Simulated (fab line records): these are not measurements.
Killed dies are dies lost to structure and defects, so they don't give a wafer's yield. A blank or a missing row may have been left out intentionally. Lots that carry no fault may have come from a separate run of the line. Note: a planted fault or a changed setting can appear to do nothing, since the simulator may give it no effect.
Which tool was responsible? / flow gf180mcu / 72 wafers from 24 lots sampled at 6 of the route's 602 steps

== WHAT THE GAUGES READ, wafer by wafer ==
GF_V3_RS_MEAS_24: measures by four-point-probe. Usual: V3_W_RS typically reads 0.329 ohm/sq, with standard deviation 0.0038.
lot=L074; measured=day 22 13:31; on=film-metro-02; V3_W_RS (ohm/sq)=0.327 0.325 0.328; flag=
lot=L075; measured=day 22 20:35; on=film-metro-02; V3_W_RS (ohm/sq)=0.327 0.326 0.325; flag=
lot=L076; measured=day 23 08:08; on=film-metro-02; V3_W_RS (ohm/sq)=0.326 0.329 0.326; flag=
lot=L077; measured=day 23 18:43; on=film-metro-02; V3_W_RS (ohm/sq)=0.331 0.331 0.332; flag=
lot=L078; measured=day 24 00:01; on=film-metro-02; V3_W_RS (ohm/sq)=0.329 0.334 0.329; flag=
lot=L079; measured=day 24 13:21; on=film-metro-01; V3_W_RS (ohm/sq)=0.332 0.331 0.330; flag=
lot=L080; measured=day 24 21:53; on=film-metro-03; V3_W_RS (ohm/sq)=0.333 0.326 0.332; flag=
lot=L081; measured=day 25 03:24; on=film-metro-03; V3_W_RS (ohm/sq)=0.326 0.325 0.325; flag=
lot=L082; measured=day 25 10:17; on=film-metro-02; V3_W_RS (ohm/sq)=0.331 0.328 0.329; flag=
lot=L083; measured=day 25 19:14; on=film-metro-03; V3_W_RS (ohm/sq)=0.320 0.329 0.329; flag=
lot=L084; measured=day 26 04:31; on=film-metro-01; V3_W_RS (ohm/sq)=0.331 0.329 0.328; flag=
lot=L085; measured=day 26 10:41; on=film-metro-02; V3_W_RS (ohm/sq)=0.325 0.327 0.325; flag=
lot=L086; measured=day 26 10:41; on=film-metro-03; V3_W_RS (ohm/sq)=0.325 0.331 0.327; flag=
lot=L087; measured=day 27 01:44; on=film-metro-01; V3_W_RS (ohm/sq)=0.336 0.333 0.335; flag=
lot=L088; measured=day 27 05:19; on=film-metro-02; V3_W_RS (ohm/sq)=0.326 0.325 0.322; flag=
lot=L089; measured=day 27 14:05; on=film-metro-01; V3_W_RS (ohm/sq)=0.325 0.329 0.331; flag=
lot=L090; measured=day 27 19:20; on=film-metro-02; V3_W_RS (ohm/sq)=0.328 0.329 0.330; flag=
lot=L091; measured=day 28 02:22; on=film-metro-01; V3_W_RS (ohm/sq)=0.331 0.331 0.330; flag=
lot=L092; measured=day 28 10:20; on=film-metro-02; V3_W_RS (ohm/sq)=0.326 0.324 0.327; flag=
lot=L093; measured=day 28 16:10; on=film-metro-02; V3_W_RS (ohm/sq)=0.335 0.331 0.334; flag=
lot=L094; measured=day 28 21:52; on=film-metro-03; V3_W_RS (ohm/sq)=0.340 0.342 0.332; flag=
lot=L095; measured=day 29 04:22; on=film-metro-02; V3_W_RS (ohm/sq)=0.329 0.329 0.327; flag=
lot=L096; measured=day 29 14:28; on=film-metro-01; V3_W_RS (ohm/sq)=0.332 0.328 0.332; flag=
lot=L097; measured=day 29 15:13; on=film-metro-02; V3_W_RS (ohm/sq)=0.328 0.332 0.330; flag=

GF_M4_THK_MEAS_06: measures by xrf. Usual: M4_ALCU_THK typically reads 440 nm, with standard deviation 4.6.
lot=L074; measured=day 22 14:19; on=film-metro-02; M4_ALCU_THK (nm)=438 435 433; flag=
lot=L075; measured=day 22 21:24; on=film-metro-02; M4_ALCU_THK (nm)=443 436 438; flag=
lot=L076; measured=day 23 08:57; on=film-metro-04; M4_ALCU_THK (nm)=443 441 439; flag=
lot=L077; measured=day 23 19:32; on=film-metro-01; M4_ALCU_THK (nm)=440 440 438; flag=
lot=L078; measured=day 24 00:50; on=film-metro-02; M4_ALCU_THK (nm)=439 435 441; flag=
lot=L079; measured=day 24 14:10; on=film-metro-02; M4_ALCU_THK (nm)=433 442 439; flag=
lot=L080; measured=day 24 22:41; on=film-metro-02; M4_ALCU_THK (nm)=440 438 441; flag=
lot=L081; measured=day 25 04:13; on=film-metro-02; M4_ALCU_THK (nm)=451 448 451; flag=
lot=L082; measured=day 25 11:05; on=film-metro-04; M4_ALCU_THK (nm)=452 443 443; flag=
lot=L083; measured=day 25 20:03; on=film-metro-04; M4_ALCU_THK (nm)=440 435 439; flag=
lot=L084; measured=day 26 05:19; on=film-metro-01; M4_ALCU_THK (nm)=433 439 436; flag=
lot=L085; measured=day 26 11:29; on=film-metro-01; M4_ALCU_THK (nm)=446 445 446; flag=
lot=L086; measured=day 26 11:29; on=film-metro-02; M4_ALCU_THK (nm)=442 441 441; flag=
lot=L087; measured=day 27 02:32; on=film-metro-04; M4_ALCU_THK (nm)=442 443 439; flag=
lot=L088; measured=day 27 06:08; on=film-metro-02; M4_ALCU_THK (nm)=440 444 437; flag=
lot=L089; measured=day 27 14:53; on=film-metro-02; M4_ALCU_THK (nm)=443 443 441; flag=
lot=L090; measured=day 27 20:10; on=film-metro-02; M4_ALCU_THK (nm)=438 443 443; flag=
lot=L091; measured=day 28 03:11; on=film-metro-01; M4_ALCU_THK (nm)=442 439 438; flag=
lot=L092; measured=day 28 11:08; on=film-metro-01; M4_ALCU_THK (nm)=435 433 435; flag=
lot=L093; measured=day 28 16:59; on=film-metro-02; M4_ALCU_THK (nm)=448 439 443; flag=
lot=L094; measured=day 28 22:41; on=film-metro-02; M4_ALCU_THK (nm)=438 436 439; flag=
lot=L095; measured=day 29 05:11; on=film-metro-01; M4_ALCU_THK (nm)=441 441 439; flag=
lot=L096; measured=day 29 15:17; on=film-metro-01; M4_ALCU_THK (nm)=437 431 441; flag=
lot=L097; measured=day 29 16:01; on=film-metro-01; M4_ALCU_THK (nm)=437 444 445; flag=

== WHAT TOOL EACH LOT RAN ON (gives the tool, then ch and the chambers of the sampled wafers, and finally the start) ==
lot=L074; GF_STI_STRIP_15=plasma-asher-01 ch 0,1, day 2 01:40; GF_CONTACT_ETCH_16=rie-diel-04 ch 0,2,3, day 16 05:53; GF_M2_SPUTTER_04=pvd-sputter-04, day 18 07:58; GF_V2_CVD_02=pecvd-02 ch 0,2, day 19 08:35
lot=L075; GF_STI_STRIP_15=plasma-asher-01 ch 0,1, day 2 06:54; GF_CONTACT_ETCH_16=rie-diel-02 ch 0,1, day 16 11:53; GF_M2_SPUTTER_04=pvd-sputter-01, day 18 15:16; GF_V2_CVD_02=pecvd-02 ch 0,2, day 19 16:32
lot=L076; GF_STI_STRIP_15=plasma-asher-04 ch 0,1, day 2 12:31; GF_CONTACT_ETCH_16=rie-diel-02 ch 0,1, day 16 22:56; GF_M2_SPUTTER_04=pvd-sputter-04, day 19 02:25; GF_V2_CVD_02=pecvd-04 ch 0,1, day 20 03:55
lot=L077; GF_STI_STRIP_15=plasma-asher-01 ch 0,1, day 2 18:18; GF_CONTACT_ETCH_16=rie-diel-02 ch 0,2,3, day 17 11:15; GF_M2_SPUTTER_04=pvd-sputter-01, day 19 15:06; GF_V2_CVD_02=pecvd-02 ch 0,1,2, day 20 16:20
lot=L078; GF_STI_STRIP_15=plasma-asher-04 ch 0,1, day 2 22:43; GF_CONTACT_ETCH_16=rie-diel-04 ch 0,3, day 17 15:48; GF_M2_SPUTTER_04=pvd-sputter-01, day 19 20:13; GF_V2_CVD_02=pecvd-03 ch 0,1,2, day 20 21:56
lot=L079; GF_STI_STRIP_15=plasma-asher-03 ch 0,1, day 3 03:41; GF_CONTACT_ETCH_16=rie-diel-03 ch 1,2,3, day 18 05:42; GF_M2_SPUTTER_04=pvd-sputter-01, day 20 11:02; GF_V2_CVD_02=pecvd-03 ch 0,2, day 21 12:02
lot=L080; GF_STI_STRIP_15=plasma-asher-01 ch 0,1, day 3 09:04; GF_CONTACT_ETCH_16=rie-diel-03 ch 1,3, day 18 15:44; GF_M2_SPUTTER_04=pvd-sputter-04, day 20 20:28; GF_V2_CVD_02=pecvd-02 ch 0,1, day 21 20:58
lot=L081; GF_STI_STRIP_15=plasma-asher-01 ch 0,1, day 3 13:23; GF_CONTACT_ETCH_16=rie-diel-04 ch 0,2,3, day 18 22:27; GF_M2_SPUTTER_04=pvd-sputter-04, day 21 03:47; GF_V2_CVD_02=pecvd-02 ch 0,1, day 22 03:44
lot=L082; GF_STI_STRIP_15=plasma-asher-01 ch 0,1, day 3 19:45; GF_CONTACT_ETCH_16=rie-diel-04 ch 1,2, day 19 03:53; GF_M2_SPUTTER_04=pvd-sputter-04, day 21 08:44; GF_V2_CVD_02=pecvd-04 ch 0,2, day 22 09:45
lot=L083; GF_STI_STRIP_15=plasma-asher-04 ch 0,1, day 4 02:00; GF_CONTACT_ETCH_16=rie-diel-02 ch 0,3, day 19 15:32; GF_M2_SPUTTER_04=pvd-sputter-02, day 21 20:04; GF_V2_CVD_02=pecvd-03 ch 0,2, day 22 20:49
lot=L084; GF_STI_STRIP_15=plasma-asher-04 ch 0,1, day 4 05:51; GF_CONTACT_ETCH_16=rie-diel-03 ch 1,2, day 20 01:26; GF_M2_SPUTTER_04=pvd-sputter-01, day 22 05:38; GF_V2_CVD_02=pecvd-02 ch 0,1, day 23 05:52
lot=L085; GF_STI_STRIP_15=plasma-asher-01 ch 0,1, day 4 10:30; GF_CONTACT_ETCH_16=rie-diel-02 ch 0,3, day 20 07:17; GF_M2_SPUTTER_04=pvd-sputter-02, day 22 11:53; GF_V2_CVD_02=pecvd-03 ch 0,2, day 23 11:49
lot=L086; GF_STI_STRIP_15=plasma-asher-03 ch 0,1, day 4 15:46; GF_CONTACT_ETCH_16=rie-diel-03 ch 0,1,2, day 20 09:08; GF_M2_SPUTTER_04=pvd-sputter-04, day 22 12:34; GF_V2_CVD_02=pecvd-04 ch 0,1,2, day 23 12:21
lot=L087; GF_STI_STRIP_15=plasma-asher-04 ch 0,1, day 4 21:57; GF_CONTACT_ETCH_16=rie-diel-03 ch 0,3, day 21 00:50; GF_M2_SPUTTER_04=pvd-sputter-01, day 23 04:56; GF_V2_CVD_02=pecvd-04 ch 0,1,2, day 24 04:27
lot=L088; GF_STI_STRIP_15=plasma-asher-04 ch 1, day 5 01:49; GF_CONTACT_ETCH_16=rie-diel-04 ch 0,1,2, day 21 07:21; GF_M2_SPUTTER_04=pvd-sputter-02, day 23 10:13; GF_V2_CVD_02=pecvd-04 ch 1,2, day 24 09:42
lot=L089; GF_STI_STRIP_15=plasma-asher-03 ch 0,1, day 5 07:07; GF_CONTACT_ETCH_16=rie-diel-04 ch 1,3, day 21 17:50; GF_M2_SPUTTER_04=pvd-sputter-04, day 23 20:43; GF_V2_CVD_02=pecvd-03 ch 0,1,2, day 24 19:01
lot=L090; GF_STI_STRIP_15=plasma-asher-01 ch 0,1, day 5 13:34; GF_CONTACT_ETCH_16=rie-diel-02 ch 0,1,2, day 21 22:25; GF_M2_SPUTTER_04=pvd-sputter-02, day 24 00:26; GF_V2_CVD_02=pecvd-03 ch 0,1,2, day 24 23:50
lot=L091; GF_STI_STRIP_15=plasma-asher-04 ch 0,1, day 5 16:52; GF_CONTACT_ETCH_16=rie-diel-04 ch 1,3, day 22 06:55; GF_M2_SPUTTER_04=pvd-sputter-02, day 24 09:20; GF_V2_CVD_02=pecvd-02 ch 0,2, day 25 08:04
lot=L092; GF_STI_STRIP_15=plasma-asher-03 ch 0,1, day 5 22:55; GF_CONTACT_ETCH_16=rie-diel-04 ch 0,2,3, day 22 16:48; GF_M2_SPUTTER_04=pvd-sputter-01, day 24 17:52; GF_V2_CVD_02=pecvd-04 ch 0,1,2, day 25 16:22
lot=L093; GF_STI_STRIP_15=plasma-asher-03 ch 0,1, day 6 03:45; GF_CONTACT_ETCH_16=rie-diel-04 ch 0,1,3, day 23 01:10; GF_M2_SPUTTER_04=pvd-sputter-02, day 25 02:05; GF_V2_CVD_02=pecvd-04 ch 0,2, day 26 00:19
lot=L094; GF_STI_STRIP_15=plasma-asher-03 ch 0,1, day 6 10:18; GF_CONTACT_ETCH_16=rie-diel-02 ch 0,1, day 23 05:51; GF_M2_SPUTTER_04=pvd-sputter-02, day 25 07:32; GF_V2_CVD_02=pecvd-02 ch 1,2, day 26 05:28
lot=L095; GF_STI_STRIP_15=plasma-asher-03 ch 0, day 6 13:03; GF_CONTACT_ETCH_16=rie-diel-04 ch 0,3, day 23 13:39; GF_M2_SPUTTER_04=pvd-sputter-02, day 25 13:52; GF_V2_CVD_02=pecvd-03 ch 1,2, day 26 11:54
lot=L096; GF_STI_STRIP_15=plasma-asher-03 ch 0,1, day 6 19:19; GF_CONTACT_ETCH_16=rie-diel-04 ch 0,2,3, day 24 02:59; GF_M2_SPUTTER_04=pvd-sputter-04, day 26 01:55; GF_V2_CVD_02=pecvd-04 ch 1,2, day 26 23:00
lot=L097; GF_STI_STRIP_15=plasma-asher-04 ch 0,1, day 6 23:44; GF_CONTACT_ETCH_16=rie-diel-02 ch 0,2, day 24 03:20; GF_M2_SPUTTER_04=pvd-sputter-02, day 26 02:29; GF_V2_CVD_02=pecvd-02 ch 0,1,2, day 27 00:09
- GF_STI_STRIP_15: strips in O2/N2.
- GF_CONTACT_ETCH_16: etches BARC in N2/H2.
- GF_M2_SPUTTER_04: material TiN, target thk 50 nm, time 41.7 s.
- GF_V2_CVD_02: deposits SiO2 from TEOS, target thk 850 nm, time 94.851 s.

== WHAT THE TOOLS THEMSELVES READ (means of the sampled wafers that have a number; where no wafer has one, the mark that the record gives instead) ==
GF_STI_STRIP_15. Usual: drypump-motor-current-A 5.6 A, standard deviation 0.58; heater-power-w 357 W, standard deviation 50; oes-product-au 0.384 a.u., standard deviation 0.0047; strip-time-to-endpoint-s 3.72 s, standard deviation 0.041.
lot=L074; tool=plasma-asher-01; drypump-motor-current-A (A)=6.2; heater-power-w (W)=349; oes-product-au (a.u.)=0.380; strip-time-to-endpoint-s (s)=3.69; flag=
lot=L075; tool=plasma-asher-01; drypump-motor-current-A (A)=6.2; heater-power-w (W)=351; oes-product-au (a.u.)=0.385; strip-time-to-endpoint-s (s)=3.74; flag=
lot=L076; tool=plasma-asher-04; drypump-motor-current-A (A)=5.1; heater-power-w (W)=340; oes-product-au (a.u.)=0.383; strip-time-to-endpoint-s (s)=3.72; flag=
lot=L077; tool=plasma-asher-01; drypump-motor-current-A (A)=6.2; heater-power-w (W)=348; oes-product-au (a.u.)=0.388; strip-time-to-endpoint-s (s)=3.72; flag=
lot=L078; tool=plasma-asher-04; drypump-motor-current-A (A)=5.1; heater-power-w (W)=388; oes-product-au (a.u.)=0.384; strip-time-to-endpoint-s (s)=3.75; flag=
lot=L079; tool=plasma-asher-03; drypump-motor-current-A (A)=5.3; heater-power-w (W)=348; oes-product-au (a.u.)=0.383; strip-time-to-endpoint-s (s)=3.70; flag=
lot=L080; tool=plasma-asher-01; drypump-motor-current-A (A)=6.5; heater-power-w (W)=378; oes-product-au (a.u.)=0.387; strip-time-to-endpoint-s (s)=3.74; flag=
lot=L081; tool=plasma-asher-01; drypump-motor-current-A (A)=6.4; heater-power-w (W)=380; oes-product-au (a.u.)=0.383; strip-time-to-endpoint-s (s)=3.72; flag=
lot=L082; tool=plasma-asher-01; drypump-motor-current-A (A)=6.2; heater-power-w (W)=353; oes-product-au (a.u.)=0.385; strip-time-to-endpoint-s (s)=3.70; flag=
lot=L083; tool=plasma-asher-04; drypump-motor-current-A (A)=5.1; heater-power-w (W)=383; oes-product-au (a.u.)=0.384; strip-time-to-endpoint-s (s)=3.76; flag=
lot=L084; tool=plasma-asher-04; drypump-motor-current-A (A)=5.1; heater-power-w (W)=385; oes-product-au (a.u.)=0.379; strip-time-to-endpoint-s (s)=3.64; flag=
lot=L085; tool=plasma-asher-01; drypump-motor-current-A (A)=6.4; heater-power-w (W)=381; oes-product-au (a.u.)=0.385; strip-time-to-endpoint-s (s)=3.76; flag=
lot=L086; tool=plasma-asher-03; drypump-motor-current-A (A)=5.3; heater-power-w (W)=349; oes-product-au (a.u.)=0.385; strip-time-to-endpoint-s (s)=3.72; flag=
lot=L087; tool=plasma-asher-04; drypump-motor-current-A (A)=5.1; heater-power-w (W)=392; oes-product-au (a.u.)=0.383; strip-time-to-endpoint-s (s)=3.72; flag=
lot=L088; tool=plasma-asher-04; drypump-motor-current-A (A)=5.2; heater-power-w (W)=426; oes-product-au (a.u.)=0.382; strip-time-to-endpoint-s (s)=3.73; flag=
lot=L089; tool=plasma-asher-03; drypump-motor-current-A (A)=5.2; heater-power-w (W)=338; oes-product-au (a.u.)=0.386; strip-time-to-endpoint-s (s)=3.71; flag=
lot=L090; tool=plasma-asher-01; drypump-motor-current-A (A)=6.2; heater-power-w (W)=349; oes-product-au (a.u.)=0.382; strip-time-to-endpoint-s (s)=3.71; flag=
lot=L091; tool=plasma-asher-04; drypump-motor-current-A (A)=5.1; heater-power-w (W)=338; oes-product-au (a.u.)=0.382; strip-time-to-endpoint-s (s)=3.67; flag=
lot=L092; tool=plasma-asher-03; drypump-motor-current-A (A)=5.3; heater-power-w (W)=341; oes-product-au (a.u.)=0.388; strip-time-to-endpoint-s (s)=3.76; flag=
lot=L093; tool=plasma-asher-03; drypump-motor-current-A (A)=5.2; heater-power-w (W)=328; oes-product-au (a.u.)=0.383; strip-time-to-endpoint-s (s)=3.71; flag=
lot=L094; tool=plasma-asher-03; drypump-motor-current-A (A)=5.2; heater-power-w (W)=330; oes-product-au (a.u.)=0.380; strip-time-to-endpoint-s (s)=3.71; flag=
lot=L095; tool=plasma-asher-03; drypump-motor-current-A (A)=5.4; heater-power-w (W)=345; oes-product-au (a.u.)=0.386; strip-time-to-endpoint-s (s)=3.76; flag=
lot=L096; tool=plasma-asher-03; drypump-motor-current-A (A)=5.3; heater-power-w (W)=338; oes-product-au (a.u.)=0.382; strip-time-to-endpoint-s (s)=3.72; flag=
lot=L097; tool=plasma-asher-04; drypump-motor-current-A (A)=5.1; heater-power-w (W)=391; oes-product-au (a.u.)=0.383; strip-time-to-endpoint-s (s)=3.75; flag=

GF_CONTACT_ETCH_16. Usual: drypump-motor-current-A 5.9 A, standard deviation 0.39; oes-product-au 0.855 a.u., standard deviation 0.0053; throttle-valve-pct 13.224 %, standard deviation 0.0094.
lot=L074; tool=rie-diel-04; drypump-motor-current-A (A)=5.7; oes-product-au (a.u.)=0.857; throttle-valve-pct (%)=13.219; flag=
lot=L075; tool=rie-diel-02; drypump-motor-current-A (A)=6.3; oes-product-au (a.u.)=0.848; throttle-valve-pct (%)=13.228; flag=
lot=L076; tool=rie-diel-02; drypump-motor-current-A (A)=6.3; oes-product-au (a.u.)=0.854; throttle-valve-pct (%)=13.223; flag=
lot=L077; tool=rie-diel-02; drypump-motor-current-A (A)=5.9; oes-product-au (a.u.)=0.854; throttle-valve-pct (%)=13.216; flag=
lot=L078; tool=rie-diel-04; drypump-motor-current-A (A)=5.6; oes-product-au (a.u.)=0.856; throttle-valve-pct (%)=13.220; flag=
lot=L079; tool=rie-diel-03; drypump-motor-current-A (A)=5.7; oes-product-au (a.u.)=0.860; throttle-valve-pct (%)=13.220; flag=
lot=L080; tool=rie-diel-03; drypump-motor-current-A (A)=5.9; oes-product-au (a.u.)=0.851; throttle-valve-pct (%)=13.225; flag=
lot=L081; tool=rie-diel-04; drypump-motor-current-A (A)=5.7; oes-product-au (a.u.)=0.858; throttle-valve-pct (%)=13.227; flag=
lot=L082; tool=rie-diel-04; drypump-motor-current-A (A)=5.8; oes-product-au (a.u.)=0.856; throttle-valve-pct (%)=13.227; flag=
lot=L083; tool=rie-diel-02; drypump-motor-current-A (A)=6.2; oes-product-au (a.u.)=0.855; throttle-valve-pct (%)=13.227; flag=
lot=L084; tool=rie-diel-03; drypump-motor-current-A (A)=5.5; oes-product-au (a.u.)=0.855; throttle-valve-pct (%)=13.233; flag=
lot=L085; tool=rie-diel-02; drypump-motor-current-A (A)=5.9; oes-product-au (a.u.)=0.855; throttle-valve-pct (%)=13.224; flag=
lot=L086; tool=rie-diel-03; drypump-motor-current-A (A)=5.9; oes-product-au (a.u.)=0.857; throttle-valve-pct (%)=13.226; flag=
lot=L087; tool=rie-diel-03; drypump-motor-current-A (A)=6.2; oes-product-au (a.u.)=0.855; throttle-valve-pct (%)=13.227; flag=
lot=L088; tool=rie-diel-04; drypump-motor-current-A (A)=5.7; oes-product-au (a.u.)=0.860; throttle-valve-pct (%)=13.215; flag=
lot=L089; tool=rie-diel-04; drypump-motor-current-A (A)=5.7; oes-product-au (a.u.)=0.860; throttle-valve-pct (%)=13.233; flag=
lot=L090; tool=rie-diel-02; drypump-motor-current-A (A)=6.0; oes-product-au (a.u.)=0.857; throttle-valve-pct (%)=13.211; flag=
lot=L091; tool=rie-diel-04; drypump-motor-current-A (A)=5.7; oes-product-au (a.u.)=0.857; throttle-valve-pct (%)=13.221; flag=
lot=L092; tool=rie-diel-04; drypump-motor-current-A (A)=5.7; oes-product-au (a.u.)=0.851; throttle-valve-pct (%)=13.217; flag=
lot=L093; tool=rie-diel-04; drypump-motor-current-A (A)=5.7; oes-product-au (a.u.)=0.855; throttle-valve-pct (%)=13.225; flag=
lot=L094; tool=rie-diel-02; drypump-motor-current-A (A)=6.0; oes-product-au (a.u.)=0.857; throttle-valve-pct (%)=13.226; flag=
lot=L095; tool=rie-diel-04; drypump-motor-current-A (A)=5.6; oes-product-au (a.u.)=0.858; throttle-valve-pct (%)=13.224; flag=
lot=L096; tool=rie-diel-04; drypump-motor-current-A (A)=5.7; oes-product-au (a.u.)=0.852; throttle-valve-pct (%)=13.215; flag=
lot=L097; tool=rie-diel-02; drypump-motor-current-A (A)=5.6; oes-product-au (a.u.)=0.851; throttle-valve-pct (%)=13.228; flag=

GF_M2_SPUTTER_04. Usual: throttle-valve-pct 29.8 %, standard deviation 1.
lot=L074; tool=pvd-sputter-04; throttle-valve-pct (%)=29.7; flag=
lot=L075; tool=pvd-sputter-01; throttle-valve-pct (%)=30.0; flag=
lot=L076; tool=pvd-sputter-04; throttle-valve-pct (%)=30.5; flag=
lot=L077; tool=pvd-sputter-01; throttle-valve-pct (%)=30.1; flag=
lot=L078; tool=pvd-sputter-01; throttle-valve-pct (%)=29.3; flag=
lot=L079; tool=pvd-sputter-01; throttle-valve-pct (%)=30.1; flag=
lot=L080; tool=pvd-sputter-04; throttle-valve-pct (%)=30.4; flag=
lot=L081; tool=pvd-sputter-04; throttle-valve-pct (%)=30.9; flag=
lot=L082; tool=pvd-sputter-04; throttle-valve-pct (%)=29.2; flag=
lot=L083; tool=pvd-sputter-02; throttle-valve-pct (%)=30.0; flag=
lot=L084; tool=pvd-sputter-01; throttle-valve-pct (%)=30.0; flag=
lot=L085; tool=pvd-sputter-02; throttle-valve-pct (%)=29.9; flag=
lot=L086; tool=pvd-sputter-04; throttle-valve-pct (%)=30.8; flag=
lot=L087; tool=pvd-sputter-01; throttle-valve-pct (%)=30.4; flag=
lot=L088; tool=pvd-sputter-02; throttle-valve-pct (%)=29.7; flag=
lot=L089; tool=pvd-sputter-04; throttle-valve-pct (%)=28.9; flag=
lot=L090; tool=pvd-sputter-02; throttle-valve-pct (%)=29.7; flag=
lot=L091; tool=pvd-sputter-02; throttle-valve-pct (%)=29.1; flag=
lot=L092; tool=pvd-sputter-01; throttle-valve-pct (%)=29.8; flag=
lot=L093; tool=pvd-sputter-02; throttle-valve-pct (%)=30.1; flag=
lot=L094; tool=pvd-sputter-02; throttle-valve-pct (%)=29.3; flag=
lot=L095; tool=pvd-sputter-02; throttle-valve-pct (%)=29.0; flag=
lot=L096; tool=pvd-sputter-04; throttle-valve-pct (%)=29.0; flag=
lot=L097; tool=pvd-sputter-02; throttle-valve-pct (%)=30.6; flag=

GF_V2_CVD_02. Usual: heater-power-w 700 W, standard deviation 110.
lot=L074; tool=pecvd-02; heater-power-w (W)=774; flag=
lot=L075; tool=pecvd-02; heater-power-w (W)=715; flag=
lot=L076; tool=pecvd-04; heater-power-w (W)=653; flag=
lot=L077; tool=pecvd-02; heater-power-w (W)=861; flag=
lot=L078; tool=pecvd-03; heater-power-w (W)=594; flag=
lot=L079; tool=pecvd-03; heater-power-w (W)=601; flag=
lot=L080; tool=pecvd-02; heater-power-w (W)=839; flag=
lot=L081; tool=pecvd-02; heater-power-w (W)=865; flag=
lot=L082; tool=pecvd-04; heater-power-w (W)=705; flag=
lot=L083; tool=pecvd-03; heater-power-w (W)=628; flag=
lot=L084; tool=pecvd-02; heater-power-w (W)=916; flag=
lot=L085; tool=pecvd-03; heater-power-w (W)=588; flag=
lot=L086; tool=pecvd-04; heater-power-w (W)=749; flag=
lot=L087; tool=pecvd-04; heater-power-w (W)=711; flag=
lot=L088; tool=pecvd-04; heater-power-w (W)=684; flag=
lot=L089; tool=pecvd-03; heater-power-w (W)=615; flag=
lot=L090; tool=pecvd-03; heater-power-w (W)=615; flag=
lot=L091; tool=pecvd-02; heater-power-w (W)=827; flag=
lot=L092; tool=pecvd-04; heater-power-w (W)=686; flag=
lot=L093; tool=pecvd-04; heater-power-w (W)=712; flag=
lot=L094; tool=pecvd-02; heater-power-w (W)=672; flag=
lot=L095; tool=pecvd-03; heater-power-w (W)=664; flag=
lot=L096; tool=pecvd-04; heater-power-w (W)=717; flag=
lot=L097; tool=pecvd-02; heater-power-w (W)=707; flag=

== THE ANSWER, worked out from the rows above alone ==
Rule: lot off if the mean of its wafers having a number is beyond 3 standard deviations from the usual mean. A lot without any number at a reading at which 4 lots or more have one is off too. Any other lot the step has rows for is counted as sound. First the gauges in route order, then the tools' own readings, where a lot's mean is used as printed above. The first step at which some lot is off is used, and at that step the reading that is off furthest; a lot without a number counts as furthest.
No lot is off at any reading shown: from this, nothing can be told.

== WHAT THE SIMULATOR HAD PUT IN ==
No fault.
